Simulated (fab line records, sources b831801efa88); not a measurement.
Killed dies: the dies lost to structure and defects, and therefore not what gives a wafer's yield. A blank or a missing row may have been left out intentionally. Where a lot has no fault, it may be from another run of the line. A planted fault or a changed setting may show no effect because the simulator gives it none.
Struck lot and sound lot, side by side | flow sky130 | 26 steps out of a route of 708
Sound: the wafers L525.2, L525.5, L525.6. Struck: wafers L534.2, L534.3, L534.4. Last of all comes the cause.
For every step that has rows: the tool of each side, followed by ch and its chambers, followed by its first start. Under that, the readings that differ: sound wafers | struck wafers | difference of the means | sigmas: that difference in standard deviations of wafers without a fault.
alike: readings with means less than 2 such deviations apart, plus words and numbers identical on both sides. not compared: withheld readings, readings lacking a value on some wafer, bounds such as >300 that could conceal the same value, and numbers that have no deviation in the record and whose values overlap.
A row with sigmas, a row that says differs or no value, or rows on one side alone: a step with any of these is where the two part. When numbers do not overlap yet have no deviation, they are printed without sigmas and do not part them. A reading missing from all wafers of one side parts the sides only when that side holds two or more wafers.

first, 1 step without rows for these wafers: SKY_VT_ADJUST_HVTP_IMPLANT_09.
SKY_VT_ADJUST_HVTP_STRIP_10: strips in O2/N2.
  sound on plasma asher-02 ch 0,1, day 6 09:04; struck on plasma asher-02 ch 0,1, day 8 19:46
  alike: drypump motor current A, oes product au, strip time to endpoint s
  not compared: rf hours counter h
SKY_VT_ADJUST_HVTP_TW_MEAS_11:
  struck on film metro-01, day 8 19:52; sound on film metro-02, day 6 09:10
  alike: VT_ADJUST_HVTP_TW
then, 7 steps without rows for these wafers: SKY_VT_ADJUST_LVTN_DEHYDRATE_00 (time 60 s); SKY_VT_ADJUST_LVTN_HMDS_01 (prime time 60 s); SKY_VT_ADJUST_LVTN_COAT_02 (resist thk 3000 nm); SKY_VT_ADJUST_LVTN_SOFTBAKE_03; SKY_VT_ADJUST_LVTN_EXPOSE_04 (exposes mask NWM COMPLEMENT LESS NATIVE, target cd 840 nm); SKY_VT_ADJUST_LVTN_PEB_05; SKY_VT_ADJUST_LVTN_DEVELOP_06 (develop time 60 s).
SKY_VT_ADJUST_LVTN_OVL_MEAS_07:
  struck on overlay-02, day 9 18:04; sound on overlay-02, day 7 04:16
  reading                 | sound       | struck         | difference | sigmas
  VT_ADJUST_LVTN_OVL (nm) | 2.9 1.3 1.0 | -3.4 -1.6 -1.0 | -3.7       | -2
following that, these wafers have no rows for 1 step: SKY_VT_ADJUST_LVTN_IMPLANT_08.
SKY_VT_ADJUST_LVTN_STRIP_09: strips in O2/N2.
  sound on plasma asher-03 ch 0,1, day 7 04:26; struck on plasma asher-03 ch 0,1, day 9 18:14
  reading                                          | sound             | struck            | difference                    | sigmas
  oes product au (a.u.)                            | 0.726 0.724 0.728 | 0.944 0.952 0.951 | +0.223                        | +54
  strip time to endpoint s (s)                     | 37.08 36.88 36.99 | - - -             | no value on the struck wafers |
  model.coat_of_VT_ADJUST_LVTN_COAT_02.thk nm (nm) | 0 0 0             | 924.1 930.1 927.5 | +927.2                        |
  alike: drypump motor current A
  not compared: rf hours counter h
SKY_VT_ADJUST_LVTN_TW_MEAS_10:
  struck on film metro-03, day 9 18:21; sound on film metro-03, day 7 04:33
  alike: VT_ADJUST_LVTN_TW
then, 7 steps without rows for these wafers: SKY_VT_ADJUST_LVTN_DEHYDRATE_11 (time 60 s); SKY_VT_ADJUST_LVTN_HMDS_12 (prime time 60 s); SKY_VT_ADJUST_LVTN_COAT_13 (resist thk 1140 nm); SKY_VT_ADJUST_LVTN_SOFTBAKE_14 (time 60 s); SKY_VT_ADJUST_LVTN_EXPOSE_15 (exposes mask HVN STD DERIVED, target cd 600 nm); SKY_VT_ADJUST_LVTN_PEB_16; SKY_VT_ADJUST_LVTN_DEVELOP_17 (develop time 60 s).
SKY_VT_ADJUST_LVTN_OVL_MEAS_18:
  struck on overlay-01, day 10 15:49; sound on overlay-02, day 8 00:22
  reading                    | sound          | struck      | difference | sigmas
  VT_ADJUST_LVTN_01_OVL (nm) | -2.8 -1.7 -1.8 | 3.1 2.2 2.3 | +4.6       | +2
following that, these wafers have no rows for 1 step: SKY_VT_ADJUST_LVTN_IMPLANT_19.
SKY_VT_ADJUST_LVTN_STRIP_20: strips in O2/N2.
  sound on plasma asher-04 ch 0,1, day 8 00:32; struck on plasma asher-03 ch 0,1, day 10 15:59
  reading                      | sound             | struck            | difference | sigmas
  strip time to endpoint s (s) | 14.15 14.17 14.16 | 28.08 28.17 28.13 | +13.97     | +99 or more
  alike: drypump motor current A, oes product au
  not compared: rf hours counter h
SKY_VT_ADJUST_LVTN_TW_MEAS_21:
  struck on film metro-03, day 10 16:06; sound on film metro-03, day 8 00:39
  reading             | sound             | struck         | difference | sigmas
  VT_ADJUST_LVTN_2_TW | 189.5 189.9 188.4 | 30.4 30.5 30.4 | -158.8     | -99 or more
then, 1 step without rows for these wafers: SKY_VT_ADJUST_NCORE_DEHYDRATE_00 (time 60 s).

## WHERE THEY PART
Last at SKY_VT_ADJUST_LVTN_TW_MEAS_21 as far as this record goes, first at SKY_VT_ADJUST_LVTN_OVL_MEAS_07.

WHY: what the simulator had put in
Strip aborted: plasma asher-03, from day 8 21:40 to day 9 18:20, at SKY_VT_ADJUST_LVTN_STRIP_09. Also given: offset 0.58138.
